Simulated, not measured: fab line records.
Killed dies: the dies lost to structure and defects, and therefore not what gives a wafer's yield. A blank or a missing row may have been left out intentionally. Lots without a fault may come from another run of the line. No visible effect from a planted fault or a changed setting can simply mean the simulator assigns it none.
Struck lot and sound lot, side by side :: flow sky130 :: 34 out of 708 route steps
Sound: wafers L436.2, L436.3, L436.5. The struck wafers were L443.1, L443.3. At the end, the cause is stated.
Order at every step that has rows: each side's tool, ch and its chambers, its first start. Under that, the readings that differ: sound wafers :: struck wafers :: difference of the means :: sigmas: that difference in standard deviations of wafers without a fault.
alike: readings with means less than 2 such deviations apart, plus words and numbers identical on both sides. not compared: withheld readings, readings lacking a value on some wafer, bounds such as >300 that could conceal the same value, and numbers that have no deviation in the record and whose values overlap.
Wherever a step has rows on one side only, a row that says differs or no value, or a row with sigmas, the two part there. Non-overlapping numbers with no deviation appear without sigmas and do not part them. A reading that every wafer of one side lacks parts them only if that side has two wafers or more.

first, 9 steps without rows for these wafers: SKY_METAL1_DEVELOP_14 (develop time 60 s); SKY_METAL1_DESCUM_17 (chemistry O2, time 8 s); SKY_METAL1_ETCH_18 (etches BARC in N2/H2, stops on SiO2, time 45.9 s, target depth 60 nm); SKY_METAL1_METAL_ETCH_19 (etches the open film in Cl2/BCl3, stops on SiO2, target depth 360 nm, time 78 s); SKY_METAL1_STRIP_20 (strips in O2/N2); SKY_METAL1_STRIP_21 (strips in post etch residue remover, time 1200 s); SKY_METAL1_CLEAN_22 (cleans in IPA, time 180 s); SKY_METAL1_CLEAN_23 (cleans in O3/DIW); SKY_VIA1_HDPCVD_00 (deposits SiO2, target thk 1030 nm, time 171.7 s).
SKY_VIA1_CMP_02: polishes SiO2.
  sound on cmp-02 ch 2,3, day 35 05:38; struck on cmp-02 ch 0,3, day 38 13:40
reading: model.SiO2_of_VIA1_HDPCVD_00.thkNm (nm)
sound: 342.7 344 343.1
struck: 379.6 377
difference: +35.0
sigmas: 
  alike: motorCurrentA
SKY_VIA1_BOW_MEAS_03:
  sound on filmMetro-01 at day 35 05:57; struck on filmMetro-02 at day 38 14:17
reading: VIA1_BOW (um)
sound: 73 89 82
struck: - -
difference: no value on the struck wafers
sigmas: 
  not compared: hold
then, 8 steps without rows for these wafers: SKY_VIA1_HMDS_05 (prime time 60 s); SKY_VIA1_COAT_06 (resist thk 60 nm); SKY_VIA1_COAT_07 (resist thk 450 nm); SKY_VIA1_SOFTBAKE_08 (time 90 s); SKY_VIA1_EXPOSE_09 (exposes mask VIM, target cd 150 nm); SKY_VIA1_PEB_10; SKY_VIA1_DEVELOP_11 (develop time 60 s); SKY_VIA1_ETCH_14 (etches BARC in N2/H2, stops on SiO2, time 45.9 s, target depth 60 nm).
SKY_VIA1_ETCH_15: etches SiO2 in C4F8/O2/Ar, stops on TiN, target depth 351 nm, time 54 s.
  sound on rieDiel-02 ch 2,3, day 36 08:19; struck on rieDiel-03 ch 0,1, day 39 15:11
reading: oesProductAu (a.u.)
sound: 0.974 0.983 0.973
struck: 1.001 0.997
difference: +0.022
sigmas: +4

reading: model.etch.depthNm (nm)
sound: 342.7 344 343.1
struck: 353.5 350.8
difference: +8.9
sigmas: 

reading: model.VIA1.featureDepthNm (nm)
sound: 342.7 344 343.1
struck: 353.5 350.8
difference: +8.9
sigmas: 
  not compared: rfHoursCounterH
then, 12 steps without rows for these wafers: SKY_VIA1_STRIP_16 (strips in O2/N2); SKY_VIA1_STRIP_17 (strips in post etch residue remover, time 1200 s); SKY_VIA1_CLEAN_18 (cleans in IPA, time 180 s); SKY_VIA1_CLEAN_19 (cleans in O3/DIW); SKY_VIA1_SPUTTER_20 (material TiN, target thk 20 nm, time 80 s); SKY_VIA1_CVD_21 (deposits W, target thk 270 nm, time 80.902 s); SKY_VIA1_CMP_24 (polishes, stops on SiO2, t overpolish 15 s, target thk 0 nm); SKY_METAL2_SPUTTER_00 (material Ti, target thk 15 nm, time 10 s); SKY_METAL2_SPUTTER_01 (material TiN, target thk 20 nm, time 16.7 s); SKY_METAL2_SPUTTER_02 (material AlCu, target thk 250 nm, time 13.3 s); SKY_METAL2_SPUTTER_03 (material Ti, target thk 5 nm, time 3.3 s); SKY_METAL2_SPUTTER_04 (material TiN, target thk 70 nm, time 58.3 s).
SKY_METAL2_METAL_ETCH_19: etches the open film in Cl2/BCl3, stops on SiO2, target depth 360 nm, time 78 s.
  sound on rieMetal-04 ch 0, day 37 12:24; struck on rieMetal-04 ch 0, day 40 18:05
reading: model.SiO2_of_VIA1_HDPCVD_00.thkNm (nm)
sound: 328.9 330.2 329.4
struck: 365.6 363.2
difference: +34.9
sigmas: 
  alike: drypumpMotorCurrentA, oesProductAu, throttleValvePct
  not compared: rfHoursCounterH
-- the record jumps here: 9 days lie between the struck wafers' starts before and after (it left off in module METAL2 and takes up again in module PAD_OPEN, whose first step shown is number 708 of the route) --
SKY_PAD_OPEN_PROBE_99:
  sound on prober-02 at day 47 15:22; struck on prober-02 at day 50 00:23
reading: model.etest.tester.sortNPass
sound: 411 403 398
struck: 242 228
difference: -169
sigmas: 

reading: model.etest.tester.sortYieldPct (%)
sound: 83.54 81.91 80.89
struck: 49.19 46.34
difference: -34.35
sigmas: 

reading: model.etest.tester.sort_bin_5_pct (%)
sound: 10.16 11.38 10.98
struck: 42.26 46.95
difference: +33.77
sigmas: 

reading: model.etest.via1Chain.rcOhm
sound: 16.21 16.96 16.01
struck: 32.84 34.45
difference: +17.25
sigmas: 

reading: model.etest.tester.sort_bin_8_pct (%)
sound: 0 0 0
struck: 0.01481 0.003428
difference: +0.00912
sigmas: 
  alike: defectLimitedYield, killed_at_M0_to_M3, killed_at_M4_up, killedAtContacts, killedAtFrontEnd, killedAtOther, killedDies, killedOpen, killedShort

== WHERE THEY PART ==
First at SKY_VIA1_BOW_MEAS_03; last, within this record, at SKY_VIA1_ETCH_15. Later steps at which nothing parts them and some readings are alike: SKY_METAL2_METAL_ETCH_19, SKY_PAD_OPEN_PROBE_99.

WHY: whatever the simulator had introduced
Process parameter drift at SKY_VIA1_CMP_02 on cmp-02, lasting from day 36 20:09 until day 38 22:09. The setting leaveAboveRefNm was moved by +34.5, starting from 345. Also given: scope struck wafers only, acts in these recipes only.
